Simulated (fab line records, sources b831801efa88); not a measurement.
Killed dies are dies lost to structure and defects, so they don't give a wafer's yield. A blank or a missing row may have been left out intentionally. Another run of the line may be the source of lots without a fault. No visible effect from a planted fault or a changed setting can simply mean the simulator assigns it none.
A sampling plan put to the test + flow sky130 + 58 faults told of in these records, all on one fab line, each judged by the records of the lots it struck
The plan consists of the line's own looks: route steps at which the wafer is read by a gauge or an inspection but not changed. A look can be judged if struck wafers have a number there and the file gives its usual mean and standard deviation on fault-free wafers. Caught: at a look after the fault's first step, the mean of the struck wafers lies 4 or more of those standard deviations (sigma) from the usual mean. On the tool: here the same test is run on the tool's own readings at the fault's steps. Also counted as caught: the struck wafers showing another recipe, or a record that is empty for them alone.

== THE FAULTS, as the simulator had put them in ==
1. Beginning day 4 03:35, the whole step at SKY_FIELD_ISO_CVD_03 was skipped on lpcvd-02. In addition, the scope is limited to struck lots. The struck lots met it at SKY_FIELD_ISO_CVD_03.
2. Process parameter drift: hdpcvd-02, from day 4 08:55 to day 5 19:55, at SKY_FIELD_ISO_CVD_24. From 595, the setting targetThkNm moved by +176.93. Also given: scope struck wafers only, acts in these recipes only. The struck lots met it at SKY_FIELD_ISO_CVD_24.
3. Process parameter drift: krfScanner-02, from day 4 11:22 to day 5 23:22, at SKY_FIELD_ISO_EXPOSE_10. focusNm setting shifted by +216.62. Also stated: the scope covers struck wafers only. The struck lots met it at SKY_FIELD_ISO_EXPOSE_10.
4. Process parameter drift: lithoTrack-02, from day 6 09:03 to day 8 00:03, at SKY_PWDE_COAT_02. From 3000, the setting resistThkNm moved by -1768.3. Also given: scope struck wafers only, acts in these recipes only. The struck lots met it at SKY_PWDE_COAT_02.
5. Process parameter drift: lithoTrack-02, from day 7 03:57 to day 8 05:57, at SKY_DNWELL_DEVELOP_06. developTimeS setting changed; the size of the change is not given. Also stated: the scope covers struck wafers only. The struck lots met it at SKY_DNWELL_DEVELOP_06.
6. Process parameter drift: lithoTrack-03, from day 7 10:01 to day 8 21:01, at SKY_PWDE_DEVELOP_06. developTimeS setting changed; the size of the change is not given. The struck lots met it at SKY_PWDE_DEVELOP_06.
7. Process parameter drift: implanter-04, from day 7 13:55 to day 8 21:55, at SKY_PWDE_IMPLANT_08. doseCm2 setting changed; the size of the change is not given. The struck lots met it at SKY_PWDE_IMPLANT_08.
8. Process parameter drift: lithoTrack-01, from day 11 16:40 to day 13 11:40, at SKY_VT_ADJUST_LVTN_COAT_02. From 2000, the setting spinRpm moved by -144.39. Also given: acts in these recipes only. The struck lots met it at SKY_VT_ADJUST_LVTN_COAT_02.
9. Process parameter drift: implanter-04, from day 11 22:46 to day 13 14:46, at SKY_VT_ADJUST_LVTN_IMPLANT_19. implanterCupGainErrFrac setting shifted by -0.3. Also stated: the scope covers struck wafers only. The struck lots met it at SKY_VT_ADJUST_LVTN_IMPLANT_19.
10. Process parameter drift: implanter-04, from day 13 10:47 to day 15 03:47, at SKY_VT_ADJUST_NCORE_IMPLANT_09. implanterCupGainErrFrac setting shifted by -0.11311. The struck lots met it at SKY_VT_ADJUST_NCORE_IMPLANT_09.
11. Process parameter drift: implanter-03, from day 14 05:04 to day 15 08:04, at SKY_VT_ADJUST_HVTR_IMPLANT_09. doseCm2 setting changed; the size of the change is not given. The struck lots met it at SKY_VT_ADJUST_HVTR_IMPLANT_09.
12. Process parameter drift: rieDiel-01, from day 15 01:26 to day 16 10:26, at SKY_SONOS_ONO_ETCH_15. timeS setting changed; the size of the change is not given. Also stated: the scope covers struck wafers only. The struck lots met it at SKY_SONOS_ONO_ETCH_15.
13. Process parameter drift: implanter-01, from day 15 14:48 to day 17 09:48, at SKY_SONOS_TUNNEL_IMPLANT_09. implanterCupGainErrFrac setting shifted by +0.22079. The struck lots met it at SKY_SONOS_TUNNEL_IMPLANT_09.
14. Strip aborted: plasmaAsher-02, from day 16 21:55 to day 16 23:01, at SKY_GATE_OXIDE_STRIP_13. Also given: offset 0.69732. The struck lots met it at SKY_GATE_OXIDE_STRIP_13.
15. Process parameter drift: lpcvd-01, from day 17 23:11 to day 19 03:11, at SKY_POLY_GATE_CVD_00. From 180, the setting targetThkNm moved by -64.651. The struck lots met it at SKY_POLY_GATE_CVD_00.
16. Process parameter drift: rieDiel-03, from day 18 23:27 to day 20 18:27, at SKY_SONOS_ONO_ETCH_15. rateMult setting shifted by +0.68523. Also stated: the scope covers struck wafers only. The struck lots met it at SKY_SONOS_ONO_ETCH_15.
17. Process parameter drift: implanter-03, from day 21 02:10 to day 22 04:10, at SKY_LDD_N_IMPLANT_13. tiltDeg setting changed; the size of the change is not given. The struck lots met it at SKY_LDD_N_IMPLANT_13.
18. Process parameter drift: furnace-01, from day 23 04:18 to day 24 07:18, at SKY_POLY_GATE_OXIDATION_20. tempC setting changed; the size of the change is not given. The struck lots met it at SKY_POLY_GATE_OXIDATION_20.
19. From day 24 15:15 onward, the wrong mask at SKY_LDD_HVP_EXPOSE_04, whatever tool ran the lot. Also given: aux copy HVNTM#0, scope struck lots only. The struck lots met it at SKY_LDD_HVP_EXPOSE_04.
20. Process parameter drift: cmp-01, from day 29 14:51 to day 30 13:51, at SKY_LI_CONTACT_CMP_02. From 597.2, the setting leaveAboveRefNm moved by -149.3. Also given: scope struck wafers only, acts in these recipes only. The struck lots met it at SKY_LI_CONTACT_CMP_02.
21. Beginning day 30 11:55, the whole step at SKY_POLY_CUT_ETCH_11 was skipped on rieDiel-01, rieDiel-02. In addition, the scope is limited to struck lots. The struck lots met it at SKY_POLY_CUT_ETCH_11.
22. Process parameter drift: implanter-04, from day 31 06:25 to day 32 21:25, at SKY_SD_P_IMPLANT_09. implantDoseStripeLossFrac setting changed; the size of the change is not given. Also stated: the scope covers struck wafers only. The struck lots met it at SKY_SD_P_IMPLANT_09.
23. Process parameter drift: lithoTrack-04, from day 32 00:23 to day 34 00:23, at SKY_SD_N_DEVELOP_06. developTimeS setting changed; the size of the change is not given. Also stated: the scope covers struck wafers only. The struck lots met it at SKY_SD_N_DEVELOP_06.
24. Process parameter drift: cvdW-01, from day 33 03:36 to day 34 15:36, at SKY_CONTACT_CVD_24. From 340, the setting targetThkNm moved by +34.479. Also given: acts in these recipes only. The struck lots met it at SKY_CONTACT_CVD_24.
25. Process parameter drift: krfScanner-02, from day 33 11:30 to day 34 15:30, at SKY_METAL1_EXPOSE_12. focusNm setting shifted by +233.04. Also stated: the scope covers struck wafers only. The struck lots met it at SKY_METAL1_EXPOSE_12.
26. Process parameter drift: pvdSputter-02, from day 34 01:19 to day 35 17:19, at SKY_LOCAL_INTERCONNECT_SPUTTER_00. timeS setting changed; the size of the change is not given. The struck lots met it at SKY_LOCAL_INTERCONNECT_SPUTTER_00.
27. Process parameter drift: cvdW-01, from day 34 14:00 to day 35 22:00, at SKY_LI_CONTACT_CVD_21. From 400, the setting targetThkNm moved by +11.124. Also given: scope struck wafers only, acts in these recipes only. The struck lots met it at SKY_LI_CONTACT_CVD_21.
28. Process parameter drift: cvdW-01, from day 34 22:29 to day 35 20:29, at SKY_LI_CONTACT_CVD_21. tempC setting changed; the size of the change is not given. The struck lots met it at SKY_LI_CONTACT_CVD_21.
29. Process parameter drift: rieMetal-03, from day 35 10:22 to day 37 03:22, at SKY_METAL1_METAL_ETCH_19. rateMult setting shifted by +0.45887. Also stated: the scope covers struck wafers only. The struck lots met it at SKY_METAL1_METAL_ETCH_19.
30. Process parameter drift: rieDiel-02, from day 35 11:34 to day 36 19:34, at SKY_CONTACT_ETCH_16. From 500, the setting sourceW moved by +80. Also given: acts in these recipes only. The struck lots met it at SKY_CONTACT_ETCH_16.
31. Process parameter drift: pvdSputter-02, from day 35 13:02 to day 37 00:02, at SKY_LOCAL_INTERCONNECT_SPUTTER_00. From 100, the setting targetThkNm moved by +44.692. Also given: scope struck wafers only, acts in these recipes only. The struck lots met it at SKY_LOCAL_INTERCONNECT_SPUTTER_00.
32. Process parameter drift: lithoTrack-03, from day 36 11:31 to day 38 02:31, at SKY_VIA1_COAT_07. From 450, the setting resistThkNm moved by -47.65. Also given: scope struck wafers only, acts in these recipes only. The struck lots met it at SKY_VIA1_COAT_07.
33. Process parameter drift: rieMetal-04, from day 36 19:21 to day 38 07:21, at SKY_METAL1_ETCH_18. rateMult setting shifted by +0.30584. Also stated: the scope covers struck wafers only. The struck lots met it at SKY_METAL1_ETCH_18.
34. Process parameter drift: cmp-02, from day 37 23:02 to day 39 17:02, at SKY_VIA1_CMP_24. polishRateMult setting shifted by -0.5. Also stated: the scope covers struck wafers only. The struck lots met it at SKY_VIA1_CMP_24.
35. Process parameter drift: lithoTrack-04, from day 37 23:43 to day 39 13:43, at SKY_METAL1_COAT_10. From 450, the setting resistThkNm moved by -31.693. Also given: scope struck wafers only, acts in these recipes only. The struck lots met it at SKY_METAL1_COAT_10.
36. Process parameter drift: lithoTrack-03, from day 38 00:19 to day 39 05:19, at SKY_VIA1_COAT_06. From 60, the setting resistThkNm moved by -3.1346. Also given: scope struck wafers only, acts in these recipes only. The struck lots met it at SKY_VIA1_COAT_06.
37. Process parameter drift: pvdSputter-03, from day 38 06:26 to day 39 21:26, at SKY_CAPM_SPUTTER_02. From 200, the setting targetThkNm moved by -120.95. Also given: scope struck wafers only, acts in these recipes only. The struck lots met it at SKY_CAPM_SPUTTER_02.
38. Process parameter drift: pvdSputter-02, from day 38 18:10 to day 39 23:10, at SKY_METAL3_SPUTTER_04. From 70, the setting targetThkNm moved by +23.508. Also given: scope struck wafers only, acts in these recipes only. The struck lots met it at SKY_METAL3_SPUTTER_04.
39. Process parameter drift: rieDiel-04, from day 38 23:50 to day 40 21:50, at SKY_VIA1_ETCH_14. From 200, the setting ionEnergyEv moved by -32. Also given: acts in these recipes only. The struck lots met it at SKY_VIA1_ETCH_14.
40. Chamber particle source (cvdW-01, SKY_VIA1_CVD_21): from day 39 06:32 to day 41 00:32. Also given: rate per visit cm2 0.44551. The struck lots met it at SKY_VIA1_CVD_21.
41. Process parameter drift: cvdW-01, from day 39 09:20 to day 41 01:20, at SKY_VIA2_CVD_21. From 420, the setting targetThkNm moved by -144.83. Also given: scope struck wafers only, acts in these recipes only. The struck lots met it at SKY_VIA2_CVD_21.
42. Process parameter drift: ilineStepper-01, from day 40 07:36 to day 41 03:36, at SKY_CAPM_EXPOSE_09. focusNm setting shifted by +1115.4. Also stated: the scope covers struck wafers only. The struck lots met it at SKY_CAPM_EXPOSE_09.
43. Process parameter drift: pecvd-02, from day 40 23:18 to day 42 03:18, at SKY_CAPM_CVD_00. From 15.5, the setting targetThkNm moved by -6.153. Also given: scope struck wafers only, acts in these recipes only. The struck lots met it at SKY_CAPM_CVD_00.
44. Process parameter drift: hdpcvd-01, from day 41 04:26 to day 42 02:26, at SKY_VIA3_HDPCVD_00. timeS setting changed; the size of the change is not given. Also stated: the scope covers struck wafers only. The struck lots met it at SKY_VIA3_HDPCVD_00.
45. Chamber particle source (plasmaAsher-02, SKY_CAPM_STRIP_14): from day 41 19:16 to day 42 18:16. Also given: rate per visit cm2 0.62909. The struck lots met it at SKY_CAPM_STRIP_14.
46. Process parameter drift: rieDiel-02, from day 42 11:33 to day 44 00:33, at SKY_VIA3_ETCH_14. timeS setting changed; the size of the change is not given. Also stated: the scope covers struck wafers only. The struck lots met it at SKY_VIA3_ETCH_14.
47. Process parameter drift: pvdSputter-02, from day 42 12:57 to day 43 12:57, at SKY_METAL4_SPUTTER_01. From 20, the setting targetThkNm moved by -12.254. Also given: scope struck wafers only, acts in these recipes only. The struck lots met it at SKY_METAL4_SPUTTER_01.
48. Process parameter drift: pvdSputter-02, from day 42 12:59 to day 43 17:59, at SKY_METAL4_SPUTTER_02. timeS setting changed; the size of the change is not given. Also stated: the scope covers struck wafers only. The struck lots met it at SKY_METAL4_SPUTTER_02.
49. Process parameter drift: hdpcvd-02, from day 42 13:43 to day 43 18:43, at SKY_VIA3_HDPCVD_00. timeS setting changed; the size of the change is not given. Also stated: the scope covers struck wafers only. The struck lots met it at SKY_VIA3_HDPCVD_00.
50. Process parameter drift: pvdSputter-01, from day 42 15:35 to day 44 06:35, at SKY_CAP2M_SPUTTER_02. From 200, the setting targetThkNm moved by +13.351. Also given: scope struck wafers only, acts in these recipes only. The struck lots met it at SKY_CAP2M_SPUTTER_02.
51. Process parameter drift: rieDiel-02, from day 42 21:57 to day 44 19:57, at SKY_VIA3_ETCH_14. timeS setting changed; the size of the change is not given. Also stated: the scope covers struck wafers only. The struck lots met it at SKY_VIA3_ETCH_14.
52. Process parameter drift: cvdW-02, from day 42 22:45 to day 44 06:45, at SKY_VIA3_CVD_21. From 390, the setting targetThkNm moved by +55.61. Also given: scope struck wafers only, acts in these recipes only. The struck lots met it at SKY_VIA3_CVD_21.
53. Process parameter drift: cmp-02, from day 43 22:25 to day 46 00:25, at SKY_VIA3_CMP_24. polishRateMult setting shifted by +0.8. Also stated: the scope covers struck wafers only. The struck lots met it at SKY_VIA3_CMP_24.
54. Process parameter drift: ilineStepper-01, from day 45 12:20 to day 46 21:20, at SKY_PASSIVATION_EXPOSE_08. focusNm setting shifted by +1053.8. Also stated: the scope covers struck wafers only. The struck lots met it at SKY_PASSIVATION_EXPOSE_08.
55. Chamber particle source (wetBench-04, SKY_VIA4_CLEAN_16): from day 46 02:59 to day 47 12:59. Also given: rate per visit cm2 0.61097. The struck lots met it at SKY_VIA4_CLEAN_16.
56. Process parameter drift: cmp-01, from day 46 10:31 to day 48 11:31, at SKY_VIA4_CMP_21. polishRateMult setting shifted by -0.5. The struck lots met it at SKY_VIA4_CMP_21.
57. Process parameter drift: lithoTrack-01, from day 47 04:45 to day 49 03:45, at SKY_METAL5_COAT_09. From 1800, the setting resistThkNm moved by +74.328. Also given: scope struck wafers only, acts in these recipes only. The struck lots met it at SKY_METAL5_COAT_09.
58. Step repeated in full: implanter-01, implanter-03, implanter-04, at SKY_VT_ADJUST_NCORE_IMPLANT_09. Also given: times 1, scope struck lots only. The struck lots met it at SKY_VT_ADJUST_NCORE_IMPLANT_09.

== WHAT THE PLAN SAW ==
| fault | on the tool itself                               | first look that catches it                       | reading, sigma                                                        | median hours from its first step to that look | hours from the fault's start to the first struck lot there | judged looks passed uncaught |
|-------|--------------------------------------------------|--------------------------------------------------|-----------------------------------------------------------------------|-----------------------------------------------|------------------------------------------------------------|------------------------------|
| 1     | the tool's record is blank for the struck wafers | no look after it can be judged                   | -                                                                     | -                                             | -                                                          | 0                            |
| 2     | no reading that can be judged                    | SKY_FIELD_ISO_THK_MEAS_25                        | FIELD_ISO_CVD_24_THK +28                                              | 0.1                                           | 20                                                         | 0                            |
| 3     | no reading that can be judged                    | SKY_FIELD_ISO_CD_MEAS_13                         | cdNm -12                                                              | 8.7                                           | 19                                                         | 0                            |
| 4     | under 2 sigma                                    | none of the 3 looks that can be judged after it  | -                                                                     | -                                             | -                                                          | 3                            |
| 5     | under 2 sigma                                    | none of the 5 looks that can be judged after it  | -                                                                     | -                                             | -                                                          | 5                            |
| 6     | no reading that can be judged                    | SKY_PWDE_TW_MEAS_10                              | PWDE_TW -99 or beyond                                                 | 0.7                                           | 7                                                          | 0                            |
| 7     | doseIonsCm2 -28 sigma                            | SKY_NWELL_RS_MEAS_31                             | PWDE_RS +5.7                                                          | 43.3                                          | 46                                                         | 0                            |
| 8     | spinSpeedRpm -99 or beyond sigma                 | no look after it can be judged                   | -                                                                     | -                                             | -                                                          | 0                            |
| 9     | beamOnS +21 sigma                                | SKY_VT_ADJUST_LVTN_TW_MEAS_21                    | VT_ADJUST_LVTN_2_TW +10                                               | 0.2                                           | 21                                                         | 0                            |
| 10    | beamOnS +6.2 sigma                               | not the one look that can be judged after it     | strongest: VT_ADJUST_NCORE_TW at SKY_VT_ADJUST_NCORE_TW_MEAS_11, +3.6 | -                                             | -                                                          | 1                            |
| 11    | doseIonsCm2 -99 or beyond sigma                  | SKY_VT_ADJUST_HVTR_TW_MEAS_11                    | VT_ADJUST_HVTR_TW -35                                                 | 0.2                                           | 10                                                         | 0                            |
| 12    | under 2 sigma                                    | no look after it can be judged                   | -                                                                     | -                                             | -                                                          | 0                            |
| 13    | faradayCurrentUA +10 sigma                       | SKY_SONOS_TUNNEL_TW_MEAS_12                      | SONOS_TUNNEL_TW -4.8                                                  | 0.4                                           | 9                                                          | 0                            |
| 14    | oesProductAu +45 sigma                           | no look after it can be judged                   | -                                                                     | -                                             | -                                                          | 0                            |
| 15    | under 2 sigma                                    | SKY_POLY_GATE_THK_MEAS_01                        | POLY_GATE_CVD_00_THK -32                                              | 1.2                                           | 0                                                          | 0                            |
| 16    | oesProductAu +45 sigma                           | not the one look that can be judged after it     | -                                                                     | -                                             | -                                                          | 1                            |
| 17    | tiltDeg -99 or beyond sigma                      | no look after it can be judged                   | -                                                                     | -                                             | -                                                          | 0                            |
| 18    | tubeCenterTempC +99 or beyond sigma              | SKY_POLY_GATE_THK_MEAS_21                        | POLY_GATE_OXIDATION_THK +19                                           | 1.2                                           | 3                                                          | 0                            |
| 19    | no reading that can be judged                    | SKY_LDD_HVP_TW_MEAS_10                           | LDD_HVP_TW -96                                                        | 15.3                                          | 23                                                         | 0                            |
| 20    | timeToEndpointS +4.3 sigma                       | not the one look that can be judged after it     | -                                                                     | -                                             | -                                                          | 1                            |
| 21    | the tool's record is blank for the struck wafers | no look after it can be judged                   | -                                                                     | -                                             | -                                                          | 0                            |
| 22    | under 2 sigma                                    | SKY_SD_P_TW_MEAS_11                              | SD_P_TW -4.4                                                          | 0.2                                           | 37                                                         | 0                            |
| 23    | under 2 sigma                                    | SKY_SD_N_CD_MEAS_07                              | cdNm -69                                                              | 0.1                                           | 43                                                         | 0                            |
| 24    | under 2 sigma                                    | SKY_CONTACT_RS_MEAS_25                           | CONTACT_W_RS -7.4                                                     | 0.1                                           | 5                                                          | 0                            |
| 25    | no reading that can be judged                    | SKY_METAL1_CD_MEAS_15                            | cdNm -23                                                              | 13.5                                          | 15                                                         | 0                            |
| 26    | under 2 sigma                                    | SKY_LOCAL_INTERCONNECT_RS_MEAS_01                | LOCAL_INTERCONNECT_TIN_RS +4.6                                        | 0.1                                           | 8                                                          | 0                            |
| 27    | under 2 sigma                                    | none of the 10 looks that can be judged after it | strongest: LI_CONTACT_W_RS at SKY_LI_CONTACT_RS_MEAS_22, -2.9         | -                                             | -                                                          | 10                           |
| 28    | susceptorTempC -35 sigma                         | SKY_LI_CONTACT_RS_MEAS_22                        | LI_CONTACT_W_RS +11                                                   | 0.1                                           | 3                                                          | 0                            |
| 29    | under 2 sigma                                    | no look after it can be judged                   | -                                                                     | -                                             | -                                                          | 0                            |
| 30    | rfFwdPowerW +38 sigma                            | no look after it can be judged                   | -                                                                     | -                                             | -                                                          | 0                            |
| 31    | under 2 sigma                                    | SKY_LOCAL_INTERCONNECT_RS_MEAS_01                | LOCAL_INTERCONNECT_TIN_RS -32                                         | 0.1                                           | 17                                                         | 0                            |
| 32    | no reading that can be judged                    | no look after it can be judged                   | -                                                                     | -                                             | -                                                          | 0                            |
| 33    | under 2 sigma                                    | none of the 8 looks that can be judged after it  | -                                                                     | -                                             | -                                                          | 8                            |
| 34    | overpolishRunS -99 or beyond sigma               | no look after it can be judged                   | -                                                                     | -                                             | -                                                          | 0                            |
| 35    | no reading that can be judged                    | not the one look that can be judged after it     | -                                                                     | -                                             | -                                                          | 1                            |
| 36    | no reading that can be judged                    | not the one look that can be judged after it     | -                                                                     | -                                             | -                                                          | 1                            |
| 37    | under 2 sigma                                    | SKY_CAPM_RS_MEAS_03                              | CAPM_TIN_RS +99 or beyond                                             | 0.1                                           | 18                                                         | 0                            |
| 38    | under 2 sigma                                    | no look after it can be judged                   | -                                                                     | -                                             | -                                                          | 0                            |
| 39    | under 2 sigma                                    | no look after it can be judged                   | -                                                                     | -                                             | -                                                          | 0                            |
| 40    | under 2 sigma                                    | not the one look that can be judged after it     | -                                                                     | -                                             | -                                                          | 1                            |
| 41    | under 2 sigma                                    | SKY_VIA2_RS_MEAS_22                              | VIA2_W_RS +31                                                         | 0.2                                           | 7                                                          | 0                            |
| 42    | no reading that can be judged                    | not the one look that can be judged after it     | -                                                                     | -                                             | -                                                          | 1                            |
| 43    | under 2 sigma                                    | SKY_CAPM_THK_MEAS_01                             | CAPM_CVD_00_THK -33                                                   | 0.0                                           | 12                                                         | 0                            |
| 44    | runLengthS +99 or beyond sigma                   | SKY_VIA3_THK_MEAS_01                             | VIA3_HDPCVD_THK +24                                                   | 0.2                                           | 14                                                         | 0                            |
| 45    | under 2 sigma                                    | none of the 2 looks that can be judged after it  | -                                                                     | -                                             | -                                                          | 2                            |
| 46    | oesProductAu +14 sigma                           | no look after it can be judged                   | -                                                                     | -                                             | -                                                          | 0                            |
| 47    | under 2 sigma                                    | no look after it can be judged                   | -                                                                     | -                                             | -                                                          | 0                            |
| 48    | under 2 sigma                                    | none of the 2 looks that can be judged after it  | -                                                                     | -                                             | -                                                          | 2                            |
| 49    | runLengthS -16 sigma                             | SKY_VIA3_THK_MEAS_01                             | VIA3_HDPCVD_THK -4.5                                                  | 0.2                                           | 24                                                         | 0                            |
| 50    | under 2 sigma                                    | SKY_CAP2M_RS_MEAS_03                             | CAP2M_TIN_RS -6.8                                                     | 0.1                                           | 23                                                         | 0                            |
| 51    | runLengthS -54 sigma                             | no look after it can be judged                   | -                                                                     | -                                             | -                                                          | 0                            |
| 52    | under 2 sigma                                    | SKY_VIA3_RS_MEAS_22                              | VIA3_W_RS -8.9                                                        | 0.1                                           | 3                                                          | 0                            |
| 53    | timeToEndpointS -14 sigma                        | none of the 4 looks that can be judged after it  | -                                                                     | -                                             | -                                                          | 4                            |
| 54    | under 2 sigma                                    | no look after it can be judged                   | -                                                                     | -                                             | -                                                          | 0                            |
| 55    | no reading that can be judged                    | not the one look that can be judged after it     | -                                                                     | -                                             | -                                                          | 1                            |
| 56    | overpolishRunS -99 or beyond sigma               | no look after it can be judged                   | -                                                                     | -                                             | -                                                          | 0                            |
| 57    | under 2 sigma                                    | no look after it can be judged                   | -                                                                     | -                                             | -                                                          | 0                            |
| 58    | no reading that can be judged                    | SKY_VT_ADJUST_NCORE_TW_MEAS_11                   | VT_ADJUST_NCORE_TW +20                                                | 0.6                                           | -                                                          | 0                            |
A dash: the fault isn't caught, or these records don't give the number.

Caught at a look: 25 of 58. Caught on the tool: 22 of 58. By one or the other: 39 of 58.
Faults 1, 8, 10, 14, 16, 17, 20, 21, 30, 34, 46, 51, 53, 56 were caught on the tool alone.
Caught at a look alone: faults 2, 3, 6, 15, 19, 22, 23, 24, 25, 26, 31, 37, 41, 43, 50, 52, 58.
Caught by neither: faults 4, 5, 12, 27, 29, 32, 33, 35, 36, 38, 39, 40, 42, 45, 47, 48, 54, 55, 57.

== THINNER SAMPLING ==
Were the look that catches a fault to measure just every second or every third lot (counted by lot number), the first struck lot would, at worst, be measured this late:
| fault | struck lots at that look, in order of time | every lot | every second lot | every third lot |
|-------|--------------------------------------------|-----------|------------------|-----------------|
| 2     | L466                                       | 20 h      | may miss it      | may miss it     |
| 3     | L132, L134, L135                           | 19 h      | 33 h             | may miss all 3  |
| 6     | L269, L273                                 | 7 h       | may miss all 2   | may miss all 2  |
| 7     | L558, L559, L560                           | 46 h      | 52 h             | 53 h            |
| 9     | L660, L661                                 | 21 h      | 27 h             | may miss all 2  |
| 11    | L764, L766                                 | 10 h      | may miss all 2   | may miss all 2  |
| 13    | L914, L915                                 | 9 h       | 23 h             | may miss all 2  |
| 15    | L127, L128, L129, L130                     | 0 h       | 2 h              | 20 h            |
| 18    | L383, L384                                 | 3 h       | 27 h             | may miss all 2  |
| 19    | L887                                       | 23 h      | may miss it      | may miss it     |
| 22    | L876, L877                                 | 37 h      | 38 h             | may miss all 2  |
| 23    | L761                                       | 43 h      | may miss it      | may miss it     |
| 24    | L574, L578                                 | 5 h       | may miss all 2   | may miss all 2  |
| 25    | L413                                       | 15 h      | may miss it      | may miss it     |
| 26    | L523, L524                                 | 8 h       | 19 h             | may miss all 2  |
| 28    | L476, L477                                 | 3 h       | 6 h              | may miss all 2  |
| 31    | L870, L872, L873                           | 17 h      | 27 h             | may miss all 3  |
| 37    | L429, L430                                 | 18 h      | 21 h             | may miss all 2  |
| 41    | L648, L652                                 | 7 h       | may miss all 2   | may miss all 2  |
| 43    | L799, L800                                 | 12 h      | 19 h             | may miss all 2  |
| 44    | L166, L167                                 | 14 h      | 20 h             | may miss all 2  |
| 49    | L440, L441                                 | 24 h      | 28 h             | may miss all 2  |
| 50    | L110, L112                                 | 23 h      | may miss all 2   | may miss all 2  |
| 52    | L895, L898, L899                           | 3 h       | 16 h             | may miss all 3  |
Hours count from the start of the fault until the first struck lot that is measured. Since the struck wafers were tested as one group against 4 sigma, a single lot by itself may lie under the limit. Other struck lots may not be in these records.

== THE LONGEST TIMED WAY FROM STEP TO LOOK ==
Fault 7: a median of 43.3 hours passes between SKY_PWDE_IMPLANT_08 and SKY_NWELL_RS_MEAS_31. No look between them can be judged.
